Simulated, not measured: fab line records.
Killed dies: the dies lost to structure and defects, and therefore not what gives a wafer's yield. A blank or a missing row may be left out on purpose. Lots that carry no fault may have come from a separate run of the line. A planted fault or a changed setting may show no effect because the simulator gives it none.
fab line records ; flow sky130
[record] lots = 6; wafers = 18; last_day = 50
route steps=708 shown RES_XHIGH@339 SD_N@342 SD_P@359 PAD_OPEN@708
lots that met no fault: taken from a fault-free run of the same line
start_h: hours from the record's first day to the start of the lot's first wafer shown ; wait_h: hours from the lot's prior step to this one ; " unchanged from the row above ; L1.1+2: one row covering several wafers at once ; - value missing, or start not given ; * or withheld: withheld ; < > ~ a bound
route shown NAME@n: names a module that has steps shown in the file, with the first one's number in the route ; usual: average and standard deviation across the fault-free wafers ; same: alike in all rows ; chamber/n: place in a boat ; sites: the reading at each site ; _std_site: the values' standard deviation ; _edge_site: the outer-site mean with the inner-site mean subtracted ; radius_mm: how far each site lies from the wafer's centre ; mask NAME#n: copy n ; behind: the most recent tool/chamber to have shaped the wafer ; hold: why the lot was held/for how many hours/how that ended ; device: the transistor (n, p or np) that didn't switch ; end of line: tests of these same wafers at the route's end ; step lacking rows: just its recipe ; killed: not the wafer's yield, but the dies lost to structure and defects at the first sort ; map: shows each die of a wafer: x if killed, . if not, _ if none is there
set.NAME: setting as actually run; set.NAME@STEP: the setting as run at that earlier step ; model.NAME: the simulator's own value behind a step, which no gauge read
lots at some steps of the route; a table a step, a row a wafer
services: a tool's chamber out of use, with start hour (start_h, from the record's first day; less than 0 if before it), hours out, and reason
[[steps]]
[step SKY_RES_XHIGH_IMPLANT_07]
[recipe] species = BF2; energy_kev = 20; dose_cm2 = 3.6e+14; tilt_deg = 0
[step SKY_RES_XHIGH_STRIP_08]
[recipe] chemistry = O2/N2; power_w = 1400; pressure_mtorr = 1500; platen_temp_c = withheld; o2_flow_sccm = 3000; n2_flow_sccm = 300; overash_fraction = 0.5
[usual] drypump_motor_current_A = 5.68/0.3; o2_flow_sccm = 3000/9.1; oes_product_au = 0.711/0.0048; strip_time_to_endpoint_s = 14.26/0.052
lot.wafer;tool;chamber;start_h;wait_h;drypump_motor_current_A;o2_flow_sccm;oes_product_au;rf_hours_counter_h;strip_time_to_endpoint_s
L953.1;plasma_asher-01;1;633.20;0.1;5.82;2990;0.713;20;14.24
L953.4;plasma_asher-01;1;633.20;0.1;5.82;2994;0.712;-;14.26
L953.6;plasma_asher-01;1;633.20;0.1;5.80;2997;0.710;-;14.24
L957.1;plasma_asher-01;1;678.25;0.1;5.82;3006;0.704;26;14.18
L957.4;plasma_asher-01;1;678.25;0.1;5.81;3000;0.715;-;14.28
L957.5;plasma_asher-01;1;678.25;0.1;5.85;2997;0.707;-;14.20
L959.1;plasma_asher-01;0;685.45;0.1;5.60;3007;0.715;27;14.17
L959.2;plasma_asher-01;1;685.45;0.1;5.82;3017;0.717;27;14.19
L959.4;plasma_asher-01;1;685.45;0.1;5.86;3016;0.712;-;14.22
L960.3;plasma_asher-01;0;711.10;0.1;5.63;3001;0.716;-;14.24
L960.4;plasma_asher-01;1;711.10;0.1;5.86;2994;0.708;-;14.19
L960.6;plasma_asher-01;0;711.10;0.1;5.60;2995;0.711;-;14.18
L973.1;plasma_asher-03;0;799.22;0.1;5.16;3005;0.707;6;14.16
L973.2;plasma_asher-03;1;799.22;0.1;5.70;2998;0.707;6;14.17
L973.6;plasma_asher-03;1;799.22;0.1;5.70;3010;0.706;-;14.17
L974.1;plasma_asher-03;0;803.26;0.1;5.15;2992;0.720;6;14.27
L974.5;plasma_asher-03;1;803.26;0.1;5.69;3000;0.716;-;14.26
L974.6;plasma_asher-03;0;803.26;0.1;5.15;2999;0.714;-;14.32
[step SKY_RES_XHIGH_TW_MEAS_09]
[usual] RES_XHIGH_TW = 1637/9.9
lot.wafer;tool;chamber;start_h;wait_h;RES_XHIGH_TW
L953.1;film_metro-02;-;633.30;0.1;1644
L953.4;film_metro-02;-;633.30;0.1;1644
L953.6;film_metro-02;-;633.30;0.1;1648
L957.1;film_metro-03;-;678.35;0.1;1636
L957.4;film_metro-03;-;678.35;0.1;1638
L957.5;film_metro-03;-;678.35;0.1;1643
L959.1;film_metro-04;-;685.55;0.1;1622
L959.2;film_metro-04;-;685.55;0.1;1633
L959.4;film_metro-04;-;685.55;0.1;1619
L960.3;film_metro-03;-;711.19;0.1;1642
L960.4;film_metro-03;-;711.19;0.1;1646
L960.6;film_metro-03;-;711.19;0.1;1651
L973.1;film_metro-04;-;799.32;0.1;1619
L973.2;film_metro-04;-;799.32;0.1;1621
L973.6;film_metro-04;-;799.32;0.1;1622
L974.1;film_metro-03;-;803.36;0.1;1651
L974.5;film_metro-03;-;803.36;0.1;1641
L974.6;film_metro-03;-;803.36;0.1;1639
[step SKY_SD_N_DEHYDRATE_00]
[recipe] temp_c = 200; time_s = 60
[step SKY_SD_N_HMDS_01]
[recipe] prime_time_s = 60; prime_temp_c = 120
[step SKY_SD_N_COAT_02]
[recipe] resist = NOVOLAK; spin_rpm = 3000; resist_thk_nm = 1153
[step SKY_SD_N_SOFTBAKE_03]
[recipe] temp_c = 90; time_s = 60; resist = NOVOLAK
[step SKY_SD_N_EXPOSE_04]
[recipe] mask_id = NSDM; na = 0.6; source_shape = conventional; sigma_outer = 0.6; polarization = unpolarized; target_cd_nm = 380; dose_mj = 141
[step SKY_SD_N_PEB_05]
[recipe] temp_c = withheld; time_s = *; resist = NOVOLAK
[step SKY_SD_N_DEVELOP_06]
[recipe] resist = NOVOLAK; developer = TMAH; develop_time_s = 60; dev_temp_c = 23
[step SKY_SD_N_CD_MEAS_07]
[recipe] target_cd_nm = 380
[usual] cd_nm = 380.7/2.7
lot.wafer;tool;chamber;start_h;wait_h;cd_nm
L953.1;cd_sem-01;-;661.16;0.1;381.4
L953.4;cd_sem-01;-;661.16;0.1;382.7
L953.6;cd_sem-01;-;661.16;0.1;381.0
L957.1;cd_sem-02;-;706.46;0.1;379.6
L957.4;cd_sem-02;-;706.46;0.1;378.2
L957.5;cd_sem-02;-;706.46;0.1;378.6
L959.1;cd_sem-02;-;713.07;0.2;381.0
L959.2;cd_sem-02;-;713.07;0.2;383.0
L959.4;cd_sem-02;-;713.07;0.2;383.2
L960.3;cd_sem-01;-;738.51;0.2;377.3
L960.4;cd_sem-01;-;738.51;0.2;377.9
L960.6;cd_sem-01;-;738.51;0.2;379.0
L973.1;cd_sem-01;-;824.83;0.1;383.6
L973.2;cd_sem-01;-;824.83;0.1;382.6
L973.6;cd_sem-01;-;824.83;0.1;386.4
L974.1;cd_sem-01;-;829.61;0.1;378.5
L974.5;cd_sem-01;-;829.61;0.1;376.1
L974.6;cd_sem-01;-;829.61;0.1;377.0
[step SKY_SD_N_OVL_MEAS_08]
[usual] SD_N_OVL = -1.5/1.4
lot.wafer;tool;chamber;start_h;wait_h;SD_N_OVL[nm]
L953.1;overlay-01;-;661.28;0.1;-3.0
L953.4;overlay-01;-;661.28;0.1;-3.3
L953.6;overlay-01;-;661.28;0.1;-1.7
L957.1;overlay-02;-;706.58;0.1;-1.9
L957.4;overlay-02;-;706.58;0.1;-3.7
L957.5;overlay-02;-;706.58;0.1;-2.1
L959.1;overlay-02;-;713.19;0.1;0.7
L959.2;overlay-02;-;713.19;0.1;0.6
L959.4;overlay-02;-;713.19;0.1;0.4
L960.3;overlay-01;-;738.60;0.1;-1.6
L960.4;overlay-01;-;738.60;0.1;-2.7
L960.6;overlay-01;-;738.60;0.1;-1.7
L973.1;overlay-02;-;824.95;0.1;-1.9
L973.2;overlay-02;-;824.95;0.1;-0.6
L973.6;overlay-02;-;824.95;0.1;-1.1
L974.1;overlay-02;-;829.73;0.1;-1.5
L974.5;overlay-02;-;829.73;0.1;-1.5
L974.6;overlay-02;-;829.73;0.1;-2.8
[step SKY_SD_N_IMPLANT_09]
[recipe] species = As; energy_kev = 50; dose_cm2 = 4e+15; tilt_deg = 0
[usual] beam_energy_keV = 49.997/0.019; beam_on_s = 16.3/1.4
lot.wafer;tool;chamber;start_h;wait_h;beam_energy_keV;beam_on_s;model.implant.rp_nm;model.implant.drp_nm
L953.1;implanter-02;0;661.32;0.0;50.024;16.3;33.01;14.11
L953.4;implanter-02;0;661.32;0.0;50.006;16.1;33.01;14.11
L953.6;implanter-02;0;661.32;0.0;50.027;16.2;33.01;14.11
L957.1;implanter-03;0;706.62;0.0;49.978;18.2;32.75;14.11
L957.4;implanter-03;0;706.62;0.0;50.000;18.3;32.75;14.11
L957.5;implanter-03;0;706.62;0.0;49.999;18.1;32.75;14.11
L959.1;implanter-03;0;713.23;0.0;44.609;18.4;29.07;12.96
L959.2;implanter-03;0;713.23;0.0;44.602;18.2;29.07;12.96
L959.4;implanter-03;0;713.23;0.0;44.611;18.2;29.07;12.96
L960.3;implanter-03;0;738.68;0.1;44.603;18.4;28.9;12.96
L960.4;implanter-03;0;738.68;0.1;44.590;17.6;28.9;12.96
L960.6;implanter-03;0;738.68;0.1;44.602;17.6;28.9;12.96
L973.1;implanter-04;0;824.99;0.0;49.979;15.0;32.37;14.11
L973.2;implanter-04;0;824.99;0.0;50.012;14.4;32.37;14.11
L973.6;implanter-04;0;824.99;0.0;50.005;14.7;32.37;14.11
L974.1;implanter-02;0;829.77;0.0;50.007;16.2;32.27;14.11
L974.5;implanter-02;0;829.77;0.0;49.996;16.2;32.27;14.11
L974.6;implanter-02;0;829.77;0.0;49.988;16.5;32.27;14.11
[step SKY_SD_N_IMPLANT_10]
[recipe] species = P; energy_kev = 20; dose_cm2 = 1e+14; tilt_deg = 0
[step SKY_SD_N_STRIP_11]
[recipe] chemistry = O2/N2; power_w = 1400; pressure_mtorr = 1500; platen_temp_c = withheld; o2_flow_sccm = 3000; n2_flow_sccm = 300; overash_fraction = 0.5
[usual] drypump_motor_current_A = 5.58/0.23; o2_flow_sccm = 3001/8.9; oes_product_au = 0.528/0.0044; strip_time_to_endpoint_s = 22.67/0.035
lot.wafer;tool;chamber;start_h;wait_h;drypump_motor_current_A;o2_flow_sccm;oes_product_au;rf_hours_counter_h;strip_time_to_endpoint_s
L953.1;plasma_asher-03;1;661.62;0.1;5.68;3012;0.529;95;22.67
L953.4;plasma_asher-03;0;661.62;0.1;5.13;2998;0.525;-;22.66
L953.6;plasma_asher-03;1;661.62;0.1;5.69;3003;0.519;-;22.65
L957.1;plasma_asher-01;0;706.92;0.1;5.63;3013;0.532;30;22.65
L957.4;plasma_asher-01;1;706.92;0.1;5.89;3009;0.530;-;22.71
L957.5;plasma_asher-01;1;706.92;0.1;5.85;2998;0.532;-;22.69
L959.1;plasma_asher-02;1;713.53;0.1;5.50;3006;0.544;50;21.87
L959.2;plasma_asher-02;0;713.53;0.1;5.63;3018;0.533;50;21.83
L959.4;plasma_asher-02;1;713.53;0.1;5.49;3016;0.543;-;21.87
L960.3;plasma_asher-02;1;738.96;0.1;5.47;2991;0.538;-;21.87
L960.4;plasma_asher-02;0;738.96;0.1;5.62;3012;0.540;-;21.87
L960.6;plasma_asher-02;0;738.96;0.1;5.64;2996;0.542;-;21.82
L973.1;plasma_asher-03;1;825.29;0.1;5.71;3011;0.531;8;22.69
L973.2;plasma_asher-03;0;825.29;0.1;5.16;3007;0.524;8;22.72
L973.6;plasma_asher-03;0;825.29;0.1;5.16;2996;0.530;-;22.66
L974.1;plasma_asher-01;0;830.07;0.1;5.59;3005;0.526;42;22.68
L974.5;plasma_asher-01;1;830.07;0.1;5.85;2996;0.535;-;22.70
L974.6;plasma_asher-01;0;830.07;0.1;5.59;3000;0.521;-;22.66
[step SKY_SD_N_TW_MEAS_12]
[usual] SD_N_TW = 3968/23
lot.wafer;tool;chamber;start_h;wait_h;SD_N_TW
L953.1;film_metro-04;-;661.72;0.1;3968
L953.4;film_metro-04;-;661.72;0.1;3979
L953.6;film_metro-04;-;661.72;0.1;3980
L957.1;film_metro-03;-;707.02;0.1;4019
L957.4;film_metro-03;-;707.02;0.1;4019
L957.5;film_metro-03;-;707.02;0.1;4018
L959.1;film_metro-04;-;713.63;0.1;3832
L959.2;film_metro-04;-;713.63;0.1;3823
L959.4;film_metro-04;-;713.63;0.1;3837
L960.3;film_metro-02;-;739.05;0.1;3873
L960.4;film_metro-02;-;739.05;0.1;3840
L960.6;film_metro-02;-;739.05;0.1;3867
L973.1;film_metro-02;-;825.39;0.1;3966
L973.2;film_metro-02;-;825.39;0.1;3973
L973.6;film_metro-02;-;825.39;0.1;3968
L974.1;film_metro-03;-;830.17;0.1;3975
L974.5;film_metro-03;-;830.17;0.1;3981
L974.6;film_metro-03;-;830.17;0.1;3956
[step SKY_SD_N_CLEAN_13]
[recipe] chemistry = SC1/SC2; mix = 1:4:20; temp_c = 70; time_s = 150; dry = n2_spin
[step SKY_SD_N_RTA_14]
[recipe] temp_c = 1075; time_s = 2; idle_temp_c = 650; ramp_up_c_per_s = 150; ramp_down_c_per_s = 90; ambient = N2
[usual] lamp_power_pct = 15.74/0.053; wafer_temp_C_max = 1077.9/1.3
lot.wafer;tool;chamber;start_h;wait_h;lamp_power_pct;wafer_temp_C_max
L953.1;rtp_anneal-02;0;661.83;0.0;15.75;1077.1
L953.4;rtp_anneal-02;0;661.83;0.0;15.66;1076.4
L953.6;rtp_anneal-02;0;661.83;0.0;15.71;1078.5
L957.1;rtp_anneal-02;0;707.13;0.0;15.74;1078.0
L957.4;rtp_anneal-02;0;707.13;0.0;15.77;1075.1
L957.5;rtp_anneal-02;0;707.13;0.0;15.72;1078.0
L959.1;rtp_anneal-02;0;713.74;0.0;15.77;1076.5
L959.2;rtp_anneal-02;0;713.74;0.0;15.79;1078.2
L959.4;rtp_anneal-02;0;713.74;0.0;15.78;1078.7
L960.3;rtp_anneal-01;0;739.15;0.0;15.77;1079.8
L960.4;rtp_anneal-01;0;739.15;0.0;15.74;1076.7
L960.6;rtp_anneal-01;0;739.15;0.0;15.70;1078.8
L973.1;rtp_anneal-01;0;825.50;0.0;15.80;1075.8
L973.2;rtp_anneal-01;0;825.50;0.0;15.73;1076.1
L973.6;rtp_anneal-01;0;825.50;0.0;15.73;1078.5
L974.1;rtp_anneal-01;0;830.28;0.0;15.69;1078.6
L974.5;rtp_anneal-01;0;830.28;0.0;15.72;1078.0
L974.6;rtp_anneal-01;0;830.28;0.0;15.76;1075.3
[step SKY_SD_N_RS_MEAS_16]
[recipe] thk_meas_gauge = four-point-probe
[usual] SD_N_RS = 68.61/0.11
lot.wafer;tool;chamber;start_h;wait_h;SD_N_RS[ohm/sq]
L953.1;film_metro-03;-;662.00;0.1;68.51
L953.4;film_metro-03;-;662.00;0.1;68.54
L953.6;film_metro-03;-;662.00;0.1;68.51
L957.1;film_metro-02;-;707.30;0.1;68.66
L957.4;film_metro-02;-;707.30;0.1;68.56
L957.5;film_metro-02;-;707.30;0.1;68.51
L959.1;film_metro-04;-;713.91;0.1;72.74
L959.2;film_metro-04;-;713.91;0.1;72.75
L959.4;film_metro-04;-;713.91;0.1;72.77
L960.3;film_metro-04;-;739.35;0.1;72.92
L960.4;film_metro-04;-;739.35;0.1;72.90
L960.6;film_metro-04;-;739.35;0.1;72.84
L973.1;film_metro-04;-;825.67;0.1;68.72
L973.2;film_metro-04;-;825.67;0.1;68.68
L973.6;film_metro-04;-;825.67;0.1;68.76
L974.1;film_metro-04;-;830.45;0.1;68.72
L974.5;film_metro-04;-;830.45;0.1;68.74
L974.6;film_metro-04;-;830.45;0.1;68.68
[step SKY_SD_N_RS_MEAS_17]
[recipe] thk_meas_gauge = four-point-probe
[usual] SD_P_RS = 147.2/0.31
lot.wafer;tool;chamber;start_h;wait_h;SD_P_RS[ohm/sq]
L953.1;film_metro-03;-;662.12;0.1;146.7
L953.4;film_metro-03;-;662.12;0.1;147.3
L953.6;film_metro-03;-;662.12;0.1;146.9
L957.1;film_metro-02;-;707.42;0.1;147.4
L957.4;film_metro-02;-;707.42;0.1;147.0
L957.5;film_metro-02;-;707.42;0.1;146.8
L959.1;film_metro-04;-;714.03;0.1;147.6
L959.2;film_metro-04;-;714.03;0.1;147.5
L959.4;film_metro-04;-;714.03;0.1;147.5
L960.3;film_metro-04;-;739.47;0.1;147.7
L960.4;film_metro-04;-;739.47;0.1;147.6
L960.6;film_metro-04;-;739.47;0.1;147.6
L973.1;film_metro-04;-;825.79;0.1;147.7
L973.2;film_metro-04;-;825.79;0.1;147.5
L973.6;film_metro-04;-;825.79;0.1;147.4
L974.1;film_metro-04;-;830.57;0.1;146.7
L974.5;film_metro-04;-;830.57;0.1;147.2
L974.6;film_metro-04;-;830.57;0.1;147.0
[step SKY_PAD_OPEN_PROBE_99]
[usual] killed_at_M0_to_M3 = 43/7; killed_at_M4_up = 3.3/1.8; killed_at_contacts = 24/6.2; killed_at_front_end = 16/4.7; killed_at_other = 0.4/0.58; killed_dies = 87/10; killed_open = 47/6.4; killed_short = 39/7
[same] gross_dies = 492; killed_at_back_side = 0
lot.wafer;tool;chamber;start_h;wait_h;killed_at_M0_to_M3;killed_at_M4_up;killed_at_contacts;killed_at_front_end;killed_at_other;killed_dies;killed_open;killed_short;model.etest.res_ndiff.line_ohm_um;model.etest.res_ndiff.rs_ohm_sq;model.etest.res_ndiff_hv.rs_ohm_sq
L953.1;prober-01;-;1085.43;0.1;36;2;18;18;0;74;47;27;760.7;117.4;110.7
L953.4;prober-01;-;1085.58;0.2;56;3;23;16;1;99;65;33;771.6;117.7;111
L953.6;prober-01;-;1085.68;0.2;41;6;31;14;0;92;55;37;770.5;117.6;111
L957.1;prober-01;-;1121.35;0.1;58;5;32;19;1;115;46;69;778.7;119;112.4
L957.4;prober-01;-;1121.50;0.2;53;5;31;8;0;97;55;42;761.3;119.8;112.8
L957.5;prober-01;-;1121.55;0.2;47;7;28;11;1;94;52;42;784.9;119;112.5
L959.1;prober-01;-;1123.40;0.1;39;2;25;17;0;83;45;38;817.2;126.8;119.9
L959.2;prober-01;-;1123.45;0.1;43;6;18;10;0;77;42;35;808.9;126.1;119.8
L959.4;prober-01;-;1123.55;0.2;34;3;22;16;1;76;37;39;808.8;126.3;120.2
L960.3;prober-02;-;1145.39;0.2;50;2;28;14;0;94;56;38;820.2;127.1;121.5
L960.4;prober-02;-;1145.44;0.2;48;0;27;11;1;87;49;37;816.5;126.4;120.5
L960.6;prober-02;-;1145.54;0.2;53;5;22;16;0;96;52;44;805.6;126.6;120.7
L973.1;prober-02;-;1201.74;0.1;45;4;20;13;0;82;47;35;739.5;119.9;114
L973.2;prober-02;-;1201.79;0.1;50;2;27;18;0;97;54;43;736.5;118.5;113.8
L973.6;prober-02;-;1201.99;0.2;50;1;22;15;0;88;52;36;742.2;119.8;114.1
L974.1;prober-02;-;1203.24;0.1;43;3;21;21;0;88;36;52;764.5;119.7;114
L974.5;prober-02;-;1203.44;0.2;50;5;26;19;0;100;58;42;765.9;119.3;113.1
L974.6;prober-02;-;1203.49;0.2;45;5;24;17;0;91;59;32;762;120;113.7
// killed by level:class
L953.1 CONTACT:geometric_particle:open=9 VIA1:geometric_particle:open=9 VIA1:geometric_particle:short=6 VIA3:geometric_particle:open=5 VIA2:geometric_particle:open=5 FIELD_ISO:geometric_particle:short=4 FIELD_ISO:geometric_particle:open=4 METAL1:geometric_particle:short=4
L953.4 VIA1:geometric_particle:open=19 LI_CONTACT:geometric_particle:open=9 CONTACT:geometric_particle:open=9 METAL1:geometric_particle:short=9 VIA2:geometric_particle:open=7 METAL3:geometric_particle:short=6 POLY_GATE:geometric_particle:open=5 VIA3:geometric_particle:open=4
L953.6 CONTACT:geometric_particle:open=13 VIA1:geometric_particle:open=12 VIA3:geometric_particle:open=9 LI_CONTACT:geometric_particle:open=6 LI_CONTACT:geometric_particle:short=6 POLY_GATE:geometric_particle:short=5 METAL1:geometric_particle:short=5 METAL4:geometric_particle:short=5
L957.1 METAL2:geometric_particle:short=10 CONTACT:geometric_particle:open=9 METAL1:geometric_particle:short=9 VIA1:geometric_particle:open=9 LOCAL_INTERCONNECT:geometric_particle:short=8 VIA3:geometric_particle:open=7 CONTACT:geometric_particle:short=6 LI_CONTACT:geometric_particle:open=6
L957.4 LI_CONTACT:geometric_particle:open=11 VIA1:geometric_particle:open=9 CONTACT:geometric_particle:open=9 VIA2:geometric_particle:open=9 VIA1:geometric_particle:short=8 METAL2:geometric_particle:short=5 VIA3:geometric_particle:open=5 CONTACT:geometric_particle:short=4
L957.5 VIA1:geometric_particle:open=12 LI_CONTACT:geometric_particle:open=8 METAL1:geometric_particle:short=8 CONTACT:geometric_particle:open=8 VIA2:geometric_particle:open=8 METAL4:geometric_particle:short=6 VIA1:geometric_particle:short=5 FIELD_ISO:geometric_particle:open=4
L959.1 CONTACT:geometric_particle:open=11 FIELD_ISO:geometric_particle:open=8 METAL1:geometric_particle:short=7 FIELD_ISO:geometric_particle:short=6 VIA3:geometric_particle:open=6 CONTACT:geometric_particle:short=6 VIA1:geometric_particle:open=6 VIA2:geometric_particle:open=6
L959.2 VIA2:geometric_particle:open=11 VIA1:geometric_particle:open=8 VIA1:geometric_particle:short=5 LOCAL_INTERCONNECT:geometric_particle:short=4 CONTACT:geometric_particle:short=4 CONTACT:geometric_particle:open=4 METAL2:geometric_particle:short=4 FIELD_ISO:geometric_particle:open=3
L959.4 CONTACT:geometric_particle:open=11 VIA1:geometric_particle:open=7 VIA1:geometric_particle:short=6 FIELD_ISO:geometric_particle:open=4 FIELD_ISO:geometric_particle:short=4 LOCAL_INTERCONNECT:geometric_particle:short=4 VIA2:geometric_particle:open=4 METAL1:geometric_particle:short=4
L960.3 VIA1:geometric_particle:open=15 CONTACT:geometric_particle:open=11 LI_CONTACT:geometric_particle:open=7 VIA2:geometric_particle:open=7 LOCAL_INTERCONNECT:geometric_particle:short=6 METAL2:geometric_particle:short=6 METAL1:geometric_particle:short=5 VIA1:geometric_particle:short=5
L960.4 LI_CONTACT:geometric_particle:open=12 VIA1:geometric_particle:open=12 CONTACT:geometric_particle:open=6 METAL1:geometric_particle:short=6 VIA2:geometric_particle:short=6 METAL2:geometric_particle:short=5 VIA1:geometric_particle:short=4 VIA2:geometric_particle:open=4
L960.6 VIA1:geometric_particle:open=13 VIA3:geometric_particle:open=8 CONTACT:geometric_particle:open=7 VIA1:geometric_particle:short=7 VIA2:geometric_particle:open=6 LOCAL_INTERCONNECT:geometric_particle:short=6 LI_CONTACT:geometric_particle:open=5 METAL2:geometric_particle:short=5
L973.1 VIA3:geometric_particle:open=9 VIA1:geometric_particle:short=8 VIA1:geometric_particle:open=8 CONTACT:geometric_particle:open=7 FIELD_ISO:geometric_particle:open=5 LOCAL_INTERCONNECT:geometric_particle:short=5 VIA2:geometric_particle:open=5 LI_CONTACT:geometric_particle:open=4
L973.2 VIA1:geometric_particle:open=15 LI_CONTACT:geometric_particle:open=9 CONTACT:geometric_particle:open=7 METAL2:geometric_particle:short=6 LOCAL_INTERCONNECT:geometric_particle:short=6 VIA1:geometric_particle:short=6 VIA3:geometric_particle:open=6 VIA2:geometric_particle:open=5
L973.6 VIA1:geometric_particle:open=11 LI_CONTACT:geometric_particle:open=8 CONTACT:geometric_particle:open=8 VIA2:geometric_particle:open=7 VIA1:geometric_particle:short=6 METAL2:geometric_particle:short=6 VIA3:geometric_particle:open=6 METAL1:geometric_particle:short=4
L974.1 VIA1:geometric_particle:open=7 VIA2:geometric_particle:short=7 LOCAL_INTERCONNECT:geometric_particle:short=5 CONTACT:geometric_particle:open=5 CONTACT:geometric_particle:short=5 METAL2:geometric_particle:short=5 VIA3:geometric_particle:open=5 FIELD_ISO:geometric_particle:short=4
L974.5 CONTACT:geometric_particle:open=13 VIA1:geometric_particle:open=10 VIA3:geometric_particle:open=10 METAL2:geometric_particle:short=9 FIELD_ISO:geometric_particle:open=5 CONTACT:geometric_particle:short=5 VIA2:geometric_particle:open=5 LOCAL_INTERCONNECT:geometric_particle:short=4
L974.6 VIA1:geometric_particle:open=12 CONTACT:geometric_particle:open=10 LI_CONTACT:geometric_particle:open=8 VIA3:geometric_particle:open=8 METAL2:geometric_particle:short=5 FIELD_ISO:geometric_particle:open=4 POLY_GATE:geometric_particle:open=4 SPACER:geometric_particle:open=4
[[services]]
tool;chamber;start_h;hours;kind
rtp_anneal-02;-;622.84;3.8;pm
plasma_asher-02;-;631.54;77.4;repair
implanter-04;-;636.27;1.5;repair
implanter-03;-;648.15;0.7;repair
implanter-03;-;651.29;5.3;pm
implanter-03;-;657.36;0.6;repair
implanter-04;-;660.18;5.5;pm
implanter-03;-;670.16;1.9;repair
implanter-02;-;676.33;1.1;repair
implanter-03;-;696.65;6.7;pm
implanter-03;-;716.17;12.6;pm
plasma_asher-03;-;733.75;9.0;pm
plasma_asher-03;0;733.75;9.0;vent_cycle
plasma_asher-03;1;733.75;9.0;vent_cycle
plasma_asher-02;-;739.98;1.3;repair
plasma_asher-03;0;742.75;-;clean
plasma_asher-03;1;742.75;-;clean
implanter-02;-;803.26;1.8;repair
[[key]]
[first_sign] step = SKY_SD_N_IMPLANT_09; reading = beam_energy_keV; direction = down; sigmas = 99+; usual = *; struck = *
[effect] step = SKY_SD_N_STRIP_11; reading = strip_time_to_endpoint_s; direction = down; sigmas = 23; usual = *; struck = *
[effect] step = SKY_SD_N_TW_MEAS_12; reading = SD_N_TW; direction = down; sigmas = 5.3; usual = 3968; struck = 3845
[effect] step = SKY_SD_N_RS_MEAS_16; reading = SD_N_RS; direction = up; sigmas = 40; usual = 68.61; struck = 72.82
[model_effect] step = SKY_SD_N_IMPLANT_09; value = implant.rp_nm; without = 31.8; struck = 28.99
[model_effect] step = SKY_PAD_OPEN_PROBE_99; value = etest.res_ndiff.line_ohm_um; without = 774.9; struck = 812.9
met_at SKY_SD_N_IMPLANT_09
struck_wafers L959.1,L959.2,L959.4,L960.3,L960.4,L960.6
tester_left_out L959,L960
onset_between 706.62 713.23
[fault] kind = process_parameter_drift; tool = implanter-03; chamber = -; onset_h = 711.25; steps = SKY_SD_N_IMPLANT_09; channel = energy_kev; offset = *; shape = step; end_h = 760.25; acts_in = *; stated = *
// tester_left_out: of these lots the tester's yield and bins aren't shown, on N5 and GAA mostly nor the transistor test; their killed dies are dies lost to structure and defects alone, not to doping, threshold or leakage, so they don't give the yield
